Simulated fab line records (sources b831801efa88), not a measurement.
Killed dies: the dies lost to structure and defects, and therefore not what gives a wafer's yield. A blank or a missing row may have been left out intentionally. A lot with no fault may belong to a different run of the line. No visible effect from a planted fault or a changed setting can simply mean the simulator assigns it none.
fab line records	flow sky130	part 1 of 2: steps 1 to 29 of 40
[record] lots = 5	wafers = 15	lastDay = 50
route steps=708 shown CAP2M@605 METAL4@621 VIA4@639
lots that met no fault: taken from a fault-free run of the same line
startH: hours from the record's opening day to when the first of the lot's shown wafers began	waitH: hours elapsed since this lot's preceding step	" repeats the value in the row above	L1.1+2: one row covering several wafers at once	- no value present, or no start provided	* or withheld: withheld	< > ~ a bound
route shown NAME@n: a module of which the file shows steps, and the number in the route of the first	usual: mean and standard deviation over wafers with no fault	same: alike in all rows	chamber/n: place in a boat	sites: the reading at each site	_std_site: standard deviation of those values	_edge_site: mean of outer sites minus mean of inner sites	radiusMm: how far each site lies from the wafer's centre	mask NAME#n: copy n	behind: the last tool/chamber to shape the wafer	hold: what put the lot on hold/how long, in hours/how the hold closed	device: the n, p or np transistor that did not switch	end of line: the tests these same wafers got at the end of their route	a step without rows: its recipe alone	killed: dies lost to structure and defects at the first sort, not the wafer's yield	map: shows each die of a wafer: x if killed, . if not, _ if none is there
set.NAME: the run value of the setting; set.NAME@STEP: its run value at that earlier step	model.NAME: the simulator's own value behind a step, which no gauge read
lots seen at some steps along the route; tables by step, rows by wafer
services: from which hour (startH, from the record's first day; less than 0 if before it) a tool's chamber was out of use, for how many hours, and why
[[steps]]
[step SKY_CAP2M_SPUTTER_02]
[recipe] material = TiN	targetThkNm = 200	tempC = 300	powerW = 6500	timeS = 166.7	chamberPressurePa = 0.4
[usual] susceptorTempC = 300.00/0.2	throttleValvePct = 30.1/1.3
lot.wafer	tool	chamber	startH	waitH	susceptorTempC	throttleValvePct
L085.3	pvdSputter-04	-	1016.39	0.0	299.99	27.4
L085.4	"	-	"	"	299.91	32.2
L085.5	"	-	"	"	299.89	32.3
L093.1	pvdSputter-04	-	1065.14	0.1	299.65	29.0
L093.4	"	-	"	"	299.96	32.3
L093.6	"	-	"	"	299.82	29.7
L096.3	pvdSputter-01	-	1079.51	0.0	299.62	31.1
L096.4	"	-	"	"	300.14	30.9
L096.6	"	-	"	"	299.89	29.6
L095.2	pvdSputter-01	-	1080.64	0.0	300.34	29.7
L095.3	"	-	"	"	300.10	31.2
L095.5	"	-	"	"	300.09	29.7
L097.3	pvdSputter-01	-	1086.45	0.0	299.74	30.9
L097.5	"	-	"	"	299.88	31.3
L097.6	"	-	"	"	299.99	29.6
[step SKY_CAP2M_RS_MEAS_03]
[recipe] thkMeasGauge = four-point-probe	reads = TiN_of_CAP2M_SPUTTER_02
[usual] CAP2M_TIN_RS = 6.95/0.081
lot.wafer	tool	chamber	startH	waitH	CAP2M_TIN_RS[ohm/sq]
L085.3	filmMetro-01	-	1016.54	0.1	7.04
L085.4	"	-	"	"	6.98
L085.5	"	-	"	"	7.08
L093.1	filmMetro-04	-	1065.25	0.1	6.86
L093.4	"	-	"	"	6.89
L093.6	"	-	"	"	6.86
L096.3	filmMetro-02	-	1079.66	0.1	7.05
L096.4	"	-	"	"	7.15
L096.6	"	-	"	"	6.99
L095.2	filmMetro-01	-	1080.77	0.1	6.88
L095.3	"	-	"	"	6.89
L095.5	"	-	"	"	6.90
L097.3	filmMetro-01	-	1086.60	0.1	6.91
L097.5	"	-	"	"	6.90
L097.6	"	-	"	"	6.81
[step SKY_CAP2M_THK_MEAS_04]
[recipe] thkMeasGauge = xrf	reads = TiN_of_CAP2M_SPUTTER_02
[usual] CAP2M_TIN_THK = 197.3/2.4
lot.wafer	tool	chamber	startH	waitH	CAP2M_TIN_THK[nm]
L085.3	filmMetro-01	-	1016.64	0.1	197.0
L085.4	"	-	"	"	198.1
L085.5	"	-	"	"	193.9
L093.1	filmMetro-04	-	1065.37	0.1	200.8
L093.4	"	-	"	"	199.8
L093.6	"	-	"	"	199.8
L096.3	filmMetro-02	-	1079.76	0.1	193.0
L096.4	"	-	"	"	189.8
L096.6	"	-	"	"	194.3
L095.2	filmMetro-01	-	1080.88	0.1	198.0
L095.3	"	-	"	"	197.3
L095.5	"	-	"	"	198.3
L097.3	filmMetro-01	-	1086.70	0.1	197.4
L097.5	"	-	"	"	197.6
L097.6	"	-	"	"	200.2
[step SKY_CAP2M_DEHYDRATE_05]
[recipe] tempC = 200	timeS = 60
[usual] heaterPowerTotalW = 160.36/0.13
lot.wafer	tool	chamber	startH	waitH	heaterPowerTotalW
L085.3	lithoTrack-02	0	1027.19	10.5	160.52
L085.4	"	0	"	"	160.45
L085.5	"	0	"	"	160.34
L093.1	lithoTrack-01	0	1075.44	10.1	160.48
L093.4	"	0	"	"	160.31
L093.6	"	0	"	"	160.39
L096.3	lithoTrack-02	0	1089.04	9.3	160.18
L096.4	"	0	"	"	160.34
L096.6	"	0	"	"	160.27
L095.2	lithoTrack-02	0	1090.22	9.3	160.60
L095.3	"	0	"	"	160.58
L095.5	"	0	"	"	160.41
L097.3	lithoTrack-01	0	1096.79	10.1	160.54
L097.5	"	0	"	"	160.35
L097.6	"	0	"	"	160.41
[step SKY_CAP2M_HMDS_06]
[recipe] primeTimeS = 60	primeTempC = 120
lot.wafer	tool	chamber	startH	waitH
L085.3+4+5	lithoTrack-02	0	1027.34	0.1
L093.1+4+6	lithoTrack-01	0	1075.59	0.1
L096.3+4+6	lithoTrack-02	0	1089.19	0.1
L095.2+3+5	lithoTrack-02	0	1090.37	0.1
L097.3+5+6	lithoTrack-01	0	1096.94	0.1
[step SKY_CAP2M_COAT_07]
[recipe] resist = NOVOLAK	spinRpm = 3000	resistThkNm = 1140
lot.wafer	tool	chamber	startH	waitH
L085.3+4+5	lithoTrack-02	0	1027.49	0.1
L093.1+4+6	lithoTrack-01	0	1075.74	0.1
L096.3+4+6	lithoTrack-02	0	1089.34	0.1
L095.2+3+5	lithoTrack-02	0	1090.52	0.1
L097.3+5+6	lithoTrack-01	0	1097.09	0.1
[step SKY_CAP2M_SOFTBAKE_08]
[recipe] tempC = 90	timeS = 60	resist = NOVOLAK
[usual] heaterPowerTotalW = 56.60/0.046
lot.wafer	tool	chamber	startH	waitH	heaterPowerTotalW
L085.3	lithoTrack-02	0	1027.64	0.1	56.60
L085.4	"	0	"	"	56.46
L085.5	"	0	"	"	56.59
L093.1	lithoTrack-01	0	1075.89	0.1	56.59
L093.4	"	0	"	"	56.55
L093.6	"	0	"	"	56.65
L096.3	lithoTrack-02	0	1089.49	0.1	56.55
L096.4	"	0	"	"	56.60
L096.6	"	0	"	"	56.52
L095.2	lithoTrack-02	0	1090.67	0.1	56.61
L095.3	"	0	"	"	56.58
L095.5	"	0	"	"	56.56
L097.3	lithoTrack-01	0	1097.24	0.1	56.58
L097.5	"	0	"	"	56.61
L097.6	"	0	"	"	56.58
[step SKY_CAP2M_EXPOSE_09]
[recipe] maskId = CAP2M	na = 0.6	sourceShape = conventional	sigmaOuter = 0.6	polarization = unpolarized	targetCdNm = 1000	doseMj = 159
lot.wafer	tool	chamber	startH	waitH	mask
L085.3+4+5	ilineStepper-01	0	-	-	CAP2M#0
L093.1+4+6	ilineStepper-02	0	-	-	CAP2M#0
L096.3+4+6	ilineStepper-01	0	-	-	CAP2M#0
L095.2+3+5	ilineStepper-01	0	-	-	CAP2M#0
L097.3+5+6	ilineStepper-02	0	-	-	CAP2M#0
[step SKY_CAP2M_PEB_10]
[recipe] tempC = withheld	timeS = *	resist = NOVOLAK
lot.wafer	tool	chamber	startH	waitH
L085.3+4+5	lithoTrack-02	0	-	-
L093.1+4+6	lithoTrack-02	0	-	-
L096.3+4+6	lithoTrack-04	0	-	-
L095.2+3+5	lithoTrack-01	0	-	-
L097.3+5+6	lithoTrack-02	0	-	-
[step SKY_CAP2M_DEVELOP_11]
[recipe] resist = NOVOLAK	developer = TMAH	developTimeS = 60	devTempC = 23
lot.wafer	tool	chamber	startH	waitH
L085.3+4+5	lithoTrack-02	0	1038.69	0.1
L093.1+4+6	lithoTrack-02	0	1085.89	0.1
L096.3+4+6	lithoTrack-04	0	1099.95	0.1
L095.2+3+5	lithoTrack-01	0	1101.26	0.1
L097.3+5+6	lithoTrack-02	0	1107.04	0.1
[step SKY_CAP2M_OVL_MEAS_12]
[usual] CAP2M_OVL = -0.3/1.4
lot.wafer	tool	chamber	startH	waitH	CAP2M_OVL[nm]
L085.3	overlay-01	-	1038.81	0.1	0.7
L085.4	"	-	"	"	2.2
L085.5	"	-	"	"	-1.3
L093.1	overlay-01	-	1086.04	0.1	1.1
L093.4	"	-	"	"	0.5
L093.6	"	-	"	"	0.0
L096.3	overlay-02	-	1100.06	0.1	-4.2
L096.4	"	-	"	"	-1.8
L096.6	"	-	"	"	-1.8
L095.2	overlay-02	-	1101.39	0.1	0.0
L095.3	"	-	"	"	0.4
L095.5	"	-	"	"	0.6
L097.3	overlay-01	-	1107.16	0.1	2.7
L097.5	"	-	"	"	-1.2
L097.6	"	-	"	"	1.0
[step SKY_CAP2M_METAL_ETCH_13]
[recipe] targetDepthNm = 220	stopOn = SiO2	chemistry = Cl2/BCl3	target = TiN	pressureMtorr = 10	icpW = 900	biasW = 48.5	Cl2_flow_sccm = 60	bcl3FlowSccm = 30	timeS = 62.9
[usual] drypumpMotorCurrentA = 5.6/0.53	oesProductAu = 0.937/0.0082	throttleValvePct = 21.904/0.01
lot.wafer	tool	chamber	startH	waitH	drypumpMotorCurrentA	oesProductAu	rfHoursCounterH	throttleValvePct
L085.3	rieMetal-02	0	1038.86	0.0	5.4	0.927	-	21.916
L085.4	"	1	"	"	6.5	0.938	-	21.903
L085.5	"	1	"	"	6.5	0.923	-	21.903
L093.1	rieMetal-03	0	1086.08	0.0	5.8	0.939	15	21.885
L093.4	"	0	"	"	5.8	0.942	-	21.914
L093.6	"	0	"	"	5.8	0.939	-	21.893
L096.3	rieMetal-04	0	1100.11	0.0	4.9	0.935	-	21.904
L096.4	"	1	"	"	6.2	0.922	-	21.910
L096.6	"	1	"	"	6.2	0.928	-	21.914
L095.2	rieMetal-03	0	1101.42	0.0	5.7	0.949	16	21.909
L095.3	"	0	"	"	5.7	0.941	-	21.914
L095.5	"	1	"	"	5.5	0.930	-	21.901
L097.3	rieMetal-02	0	1107.21	0.0	5.4	0.944	-	21.909
L097.5	"	0	"	"	5.4	0.944	-	21.914
L097.6	"	1	"	"	6.5	0.949	-	21.921
[step SKY_CAP2M_STRIP_14]
[recipe] chemistry = O2/N2	powerW = 1400	pressureMtorr = 1500	platenTempC = withheld	o2FlowSccm = 3000	n2FlowSccm = 300	overashFraction = 0.5
[usual] drypumpMotorCurrentA = 5.6/0.41	n2FlowSccm = 299.9/0.9	oesProductAu = 0.710/0.0042	stripTimeToEndpointS = 12.66/0.041
lot.wafer	tool	chamber	startH	waitH	drypumpMotorCurrentA	n2FlowSccm	oesProductAu	rfHoursCounterH	stripTimeToEndpointS
L085.3	plasmaAsher-01	0	1038.94	0.1	5.8	299.2	0.707	-	12.65
L085.4	"	1	"	"	5.6	298.4	0.715	-	12.63
L085.5	"	1	"	"	5.6	299.5	0.710	-	12.58
L093.1	plasmaAsher-02	0	1086.16	0.1	5.2	301.3	0.708	27	12.62
L093.4	"	0	"	"	5.2	301.3	0.718	-	12.64
L093.6	"	0	"	"	5.2	300.7	0.712	-	12.62
L096.3	plasmaAsher-01	1	1100.20	0.1	5.7	301.3	0.712	-	12.69
L096.4	"	0	"	"	5.8	299.8	0.715	-	12.68
L096.6	"	0	"	"	5.8	300.2	0.702	-	12.70
L095.2	plasmaAsher-02	0	1101.50	0.1	5.2	298.8	0.719	28	12.67
L095.3	"	1	"	"	4.9	300.2	0.708	-	12.64
L095.5	"	1	"	"	5.0	299.0	0.714	-	12.77
L097.3	plasmaAsher-02	1	1107.29	0.1	5.0	298.8	0.718	-	12.69
L097.5	"	0	"	"	5.2	300.2	0.709	-	12.68
L097.6	"	1	"	"	4.9	298.2	0.711	-	12.60
[step SKY_CAP2M_STRIP_15]
[recipe] chemistry = postEtchResidueRemover	timeS = 1200	tempC = 72.5
lot.wafer	tool	chamber	startH	waitH
L085.3+4+5	wetBench-02	1	1039.01	0.0
L093.1+4+6	wetBench-03	2	1086.26	0.1
L096.3+4+6	wetBench-03	2	1100.27	0.0
L095.2+3+5	wetBench-02	3	1101.60	0.1
L097.3+5+6	wetBench-02	2	1107.36	0.0
[step SKY_CAP2M_CLEAN_16]
[recipe] chemistry = IPA	timeS = 180	tempC = 25
lot.wafer	tool	chamber	startH	waitH
L085.3+4+5	wetBench-03	0	1039.69	0.0
L093.1+4+6	wetBench-01	0	1086.63	0.0
L096.3+4+6	wetBench-03	0	1100.64	0.0
L095.2+3+5	wetBench-03	2	1102.01	0.0
L097.3+5+6	wetBench-03	3	1107.76	0.0
[step SKY_CAP2M_CLEAN_17]
[recipe] chemistry = O3/DIW	dry = n2Spin
lot.wafer	tool	chamber	startH	waitH
L085.3+4+5	wetBench-03	0	1040.09	0.3
L093.1+4+6	wetBench-02	2	1086.69	0.0
L096.3+4+6	wetBench-03	2	1100.70	0.0
L095.2+3+5	wetBench-02	0	1102.07	0.0
L097.3+5+6	wetBench-03	1	1107.82	0.0
[step SKY_METAL4_DEHYDRATE_05]
[recipe] tempC = 200	timeS = 60
[usual] heaterPowerTotalW = 160.37/0.14
lot.wafer	tool	chamber	startH	waitH	heaterPowerTotalW
L085.3	lithoTrack-01	0	1050.54	10.4	160.45
L085.4	"	0	"	"	160.63
L085.5	"	0	"	"	160.15
L093.1	lithoTrack-03	0	1096.62	9.8	160.56
L093.4	"	0	"	"	160.16
L093.6	"	0	"	"	160.40
L096.3	lithoTrack-01	0	1109.19	8.4	160.35
L096.4	"	0	"	"	160.49
L096.6	"	0	"	"	160.30
L095.2	lithoTrack-02	0	1111.27	9.1	160.40
L095.3	"	0	"	"	160.33
L095.5	"	0	"	"	160.50
L097.3	lithoTrack-02	0	1116.94	9.0	160.21
L097.5	"	0	"	"	160.56
L097.6	"	0	"	"	160.17
[step SKY_METAL4_HMDS_06]
[recipe] primeTimeS = 60	primeTempC = 120
lot.wafer	tool	chamber	startH	waitH
L085.3+4+5	lithoTrack-01	0	1050.69	0.1
L093.1+4+6	lithoTrack-03	0	1096.77	0.1
L096.3+4+6	lithoTrack-01	0	1109.34	0.1
L095.2+3+5	lithoTrack-02	0	1111.42	0.1
L097.3+5+6	lithoTrack-02	0	1117.09	0.1
[step SKY_METAL4_COAT_07]
[recipe] resist = BARC	tempC = withheld	timeS = withheld	spinRpm = 3000	resistThkNm = 60
lot.wafer	tool	chamber	startH	waitH
L085.3+4+5	lithoTrack-01	0	1050.84	0.1
L093.1+4+6	lithoTrack-03	0	1096.92	0.1
L096.3+4+6	lithoTrack-01	0	1109.49	0.1
L095.2+3+5	lithoTrack-02	0	1111.57	0.1
L097.3+5+6	lithoTrack-02	0	1117.24	0.1
[step SKY_METAL4_COAT_08]
[recipe] resist = KrF-thick	spinRpm = 3000	resistThkNm = 1140
lot.wafer	tool	chamber	startH	waitH
L085.3+4+5	lithoTrack-01	0	-	-
L093.1+4+6	lithoTrack-03	0	-	-
L096.3+4+6	lithoTrack-01	0	-	-
L095.2+3+5	lithoTrack-02	0	-	-
L097.3+5+6	lithoTrack-02	0	-	-
[step SKY_METAL4_SOFTBAKE_09]
[recipe] tempC = 100	timeS = 90	resist = KrF-thick
[usual] heaterPowerTotalW = 57.35/0.12
lot.wafer	tool	chamber	startH	waitH	heaterPowerTotalW
L085.3	lithoTrack-01	0	-	-	57.30
L085.4	"	0	"	"	57.11
L085.5	"	0	"	"	57.23
L093.1	lithoTrack-03	0	-	-	57.52
L093.4	"	0	"	"	57.16
L093.6	"	0	"	"	57.21
L096.3	lithoTrack-01	0	-	-	57.48
L096.4	"	0	"	"	57.39
L096.6	"	0	"	"	57.38
L095.2	lithoTrack-02	0	-	-	57.24
L095.3	"	0	"	"	57.25
L095.5	"	0	"	"	57.43
L097.3	lithoTrack-02	0	-	-	57.17
L097.5	"	0	"	"	57.36
L097.6	"	0	"	"	57.35
[step SKY_METAL4_EXPOSE_10]
[recipe] maskId = MM4	na = 0.68	sourceShape = annular	sigmaInner = 0.4	sigmaOuter = 0.8	targetCdNm = 300	doseMj = 28
lot.wafer	tool	chamber	startH	waitH	mask
L085.3+4+5	krfScanner-01	0	-	-	MM4#0
L093.1+4+6	krfScanner-01	0	-	-	MM4#0
L096.3+4+6	krfScanner-02	0	-	-	MM4#0
L095.2+3+5	krfScanner-02	0	-	-	MM4#0
L097.3+5+6	krfScanner-01	0	-	-	MM4#0
[step SKY_METAL4_PEB_11]
[recipe] pebTempC = withheld	pebTimeS = withheld	resist = KrF-thick
lot.wafer	tool	chamber	startH	waitH
L085.3+4+5	lithoTrack-03	0	-	-
L093.1+4+6	lithoTrack-02	0	-	-
L096.3+4+6	lithoTrack-02	0	-	-
L095.2+3+5	lithoTrack-02	0	-	-
L097.3+5+6	lithoTrack-03	0	-	-
[step SKY_METAL4_DEVELOP_12]
[recipe] developTimeS = 60	resist = KrF-thick	devTempC = 21
lot.wafer	tool	chamber	startH	waitH
L085.3+4+5	lithoTrack-03	0	-	-
L093.1+4+6	lithoTrack-02	0	-	-
L096.3+4+6	lithoTrack-02	0	-	-
L095.2+3+5	lithoTrack-02	0	-	-
L097.3+5+6	lithoTrack-03	0	-	-
[step SKY_METAL4_CD_MEAS_13]
[recipe] targetCdNm = 300
[usual] cdNm = 300.6/1.3
lot.wafer	tool	chamber	startH	waitH	cdNm
L085.3	cdSem-02	-	1061.81	-	299.7
L085.4	"	-	"	"	300.9
L085.5	"	-	"	"	299.6
L093.1	cdSem-01	-	1106.84	-	301.6
L093.4	"	-	"	"	301.4
L093.6	"	-	"	"	300.5
L096.3	cdSem-01	-	1120.23	-	303.6
L096.4	"	-	"	"	301.6
L096.6	"	-	"	"	302.8
L095.2	cdSem-01	-	1122.21	-	301.4
L095.3	"	-	"	"	302.8
L095.5	"	-	"	"	302.4
L097.3	cdSem-02	-	1127.86	-	302.2
L097.5	"	-	"	"	302.7
L097.6	"	-	"	"	301.4
[step SKY_METAL4_OVL_MEAS_14]
[usual] METAL4_OVL = -1/4.8
lot.wafer	tool	chamber	startH	waitH	METAL4_OVL[nm]
L085.3	overlay-02	-	1061.90	0.1	2
L085.4	"	-	"	"	8
L085.5	"	-	"	"	-2
L093.1	overlay-01	-	1106.98	0.1	-1
L093.4	"	-	"	"	3
L093.6	"	-	"	"	-3
L096.3	overlay-01	-	1120.33	0.1	-1
L096.4	"	-	"	"	-8
L096.6	"	-	"	"	-1
L095.2	overlay-02	-	1122.32	0.1	-1
L095.3	"	-	"	"	2
L095.5	"	-	"	"	-5
L097.3	overlay-01	-	1127.95	0.1	-7
L097.5	"	-	"	"	-9
L097.6	"	-	"	"	3
[step SKY_METAL4_DESCUM_15]
[recipe] chemistry = O2	sourcePowerW = 150	biasPowerW = 0	pressureMtorr = 10	tempC = 40	timeS = 8
[usual] drypumpMotorCurrentA = 5.7/0.48	oesProductAu = 0.994/0.011
lot.wafer	tool	chamber	startH	waitH	drypumpMotorCurrentA	oesProductAu	rfHoursCounterH
L085.3	rieMetal-01	1	1061.94	0.0	6.2	0.985	-
L085.4	"	0	"	"	5.1	0.998	-
L085.5	"	1	"	"	6.2	0.978	-
L093.1	rieMetal-01	1	1107.01	0.0	6.2	0.986	23
L093.4	"	1	"	"	6.2	0.973	-
L093.6	"	1	"	"	6.2	0.987	-
L096.3	rieMetal-03	1	1120.36	0.0	5.5	0.985	-
L096.4	"	0	"	"	5.8	1.011	-
L096.6	"	1	"	"	5.5	0.996	-
L095.2	rieMetal-01	1	1122.35	0.0	6.2	0.991	24
L095.3	"	1	"	"	6.3	0.977	-
L095.5	"	1	"	"	6.3	0.988	-
L097.3	rieMetal-02	1	1127.99	0.0	6.5	1.009	-
L097.5	"	1	"	"	6.5	1.004	-
L097.6	"	0	"	"	5.4	0.974	-
[step SKY_METAL4_ETCH_16]
[recipe] chemistry = N2/H2	target = BARC	ionEnergyEv = 200	biasW = 100	pressureMtorr = 30	n2FlowSccm = 100	h2FlowSccm = 200	icpW = 500	stopOn = SiO2	timeS = 88.2	targetDepthA = 600
[usual] drypumpMotorCurrentA = 5.7/0.48	n2FlowSccm = 100.0/0.32	oesProductAu = 0.625/0.0044	throttleValvePct = 13.205/0.0091
lot.wafer	tool	chamber	startH	waitH	drypumpMotorCurrentA	n2FlowSccm	oesProductAu	rfHoursCounterH	throttleValvePct
L085.3	rieMetal-01	1	1061.99	0.0	6.3	99.2	0.620	-	13.209
L085.4	"	0	"	"	5.1	100.2	0.625	-	13.202
L085.5	"	1	"	"	6.2	99.8	0.629	-	13.205
L093.1	rieMetal-01	1	1107.04	0.0	6.3	100.3	0.625	23	13.194
L093.4	"	1	"	"	6.2	100.0	0.629	-	13.206
L093.6	"	1	"	"	6.2	100.2	0.629	-	13.198
L096.3	rieMetal-03	1	1120.42	0.0	5.5	100.2	0.634	-	13.207
L096.4	"	0	"	"	5.8	99.8	0.627	-	13.201
L096.6	"	1	"	"	5.5	99.9	0.622	-	13.205
L095.2	rieMetal-01	1	1122.38	0.0	6.3	100.6	0.629	24	13.216
L095.3	"	1	"	"	6.3	100.5	0.632	-	13.200
L095.5	"	1	"	"	6.3	100.1	0.630	-	13.183
L097.3	rieMetal-02	1	1128.04	0.0	6.5	100.0	0.624	-	13.203
L097.5	"	1	"	"	6.5	100.3	0.625	-	13.200
L097.6	"	0	"	"	5.4	100.4	0.626	-	13.192
[step SKY_METAL4_ETCH_17]
[recipe] target = SiO2	stopOn = TiN	chemistry = C4F8/O2/Ar	sourceW = 1500	biasW = 1200	pressureMtorr = 40	c4f8FlowSccm = withheld	O2_flow_sccm = 6	Ar_flow_sccm = 300	timeS = 3.9	targetDepthA = 150
[usual] oesProductAu = 0.755/0.0066
lot.wafer	tool	chamber	startH	waitH	oesProductAu
L085.3	rieDiel-04	0	1062.06	0.0	0.752
L085.4	"	3	"	"	0.752
L085.5	"	2	"	"	0.754
L093.1	rieDiel-03	3	1107.14	0.1	0.761
L093.4	"	1	"	"	0.755
L093.6	"	0	"	"	0.756
L096.3	rieDiel-01	2	1120.48	0.0	0.747
L096.4	"	2	"	"	0.755
L096.6	"	3	"	"	0.757
L095.2	rieDiel-01	1	1122.48	0.1	0.745
L095.3	"	3	"	"	0.759
L095.5	"	1	"	"	0.757
L097.3	rieDiel-01	1	1128.11	0.0	0.755
L097.5	"	0	"	"	0.761
L097.6	"	1	"	"	0.757
